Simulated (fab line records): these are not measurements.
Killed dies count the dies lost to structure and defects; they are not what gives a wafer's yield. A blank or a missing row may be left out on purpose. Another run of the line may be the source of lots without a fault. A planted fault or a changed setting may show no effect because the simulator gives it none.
A struck lot beside a sound one / flow gf180mcu / 17 steps out of a route of 602
Sound: these wafers, L562.2, L562.3, L562.4. Wafers struck: L557.1, L557.2, L557.4. The cause is named last.
Order at every step that has rows: each side's tool, ch and its chambers, its first start. Under that, the readings that differ: sound wafers / struck wafers / difference of the means / sigmas: that difference in standard deviations of wafers without a fault.
alike: readings with means less than 2 such deviations apart, plus words and numbers identical on both sides. not compared: withheld readings, readings lacking a value on some wafer, bounds such as >300 that could conceal the same value, and numbers that have no deviation in the record and whose values overlap.
Wherever a step has rows on one side only, a row that says differs or no value, or a row with sigmas, the two part there. When numbers do not overlap yet have no deviation, they are printed without sigmas and do not part them. A reading missing from all wafers of one side parts the sides only when that side holds two or more wafers.

first, 3 steps without rows for these wafers: GF_LVPWELL_EXPOSE_04 (exposes mask LVPWELL, target cd 600 nm); GF_LVPWELL_PEB_05; GF_LVPWELL_DEVELOP_06 (develop time 60 s).
GF_LVPWELL_OVL_MEAS_07:
  struck on overlay-01, day 7 04:04; sound on overlay-01, day 8 06:24
  alike: LVPWELL_OVL
then, 2 steps without rows for these wafers: GF_LVPWELL_IMPLANT_08; GF_LVPWELL_IMPLANT_09.
GF_LVPWELL_STRIP_10: strips in O2/N2.
  sound on plasma asher-01 ch 0,1, day 8 06:44; struck on plasma asher-03 ch 0,1, day 7 04:24
reading=heater power w (W); sound=388 386 371; struck=270 279 283; difference=-104; sigmas=-2
  alike: drypump motor current A, o2 flow sccm, oes product au, strip time to endpoint s
  not compared: rf hours counter h
GF_LVPWELL_TW_MEAS_11:
  struck on film metro-01, day 7 04:30; sound on film metro-02, day 8 06:50
  alike: LVPWELL_TW
then, 4 steps without rows for these wafers: GF_MVSD_DEHYDRATE_00 (time 60 s); GF_MVSD_HMDS_01 (prime time 60 s); GF_MVSD_COAT_02 (resist thk 3000 nm); GF_MVSD_SOFTBAKE_03.
GF_MVSD_EXPOSE_04: exposes mask MVSD, target cd 1000 nm.
  sound on iline stepper-01 ch 0, day 8 14:56; struck on iline stepper-02 ch 0, day 7 12:36
reading=model.MVSD.overlay x nm (nm); sound=-0.5828 -0.5828 -0.5828; struck=-132.5 -132.5 -132.5; difference=-131.9; sigmas=
  alike: mask, exposure dose mJ cm2, reticle temp C
then, 2 steps without rows for these wafers: GF_MVSD_PEB_05; GF_MVSD_DEVELOP_06 (develop time 60 s).
GF_MVSD_OVL_MEAS_07:
  struck on overlay-02, day 7 20:13; sound on overlay-01, day 8 23:14
reading=MVSD_OVL (nm); sound=3.4 4.6 3.8; struck=-135.6 -134.1 -132.8; difference=-138.1; sigmas=-92
  not compared: hold
GF_PASSIVATION_PROBE_99:
  the record has rows for the sound wafers here (prober-01, day 33 23:37) and none for the struck ones

## WHERE THEY PART
At GF_LVPWELL_STRIP_10 first; at GF_PASSIVATION_PROBE_99 last (within this record only).

WHY: whatever the simulator had introduced
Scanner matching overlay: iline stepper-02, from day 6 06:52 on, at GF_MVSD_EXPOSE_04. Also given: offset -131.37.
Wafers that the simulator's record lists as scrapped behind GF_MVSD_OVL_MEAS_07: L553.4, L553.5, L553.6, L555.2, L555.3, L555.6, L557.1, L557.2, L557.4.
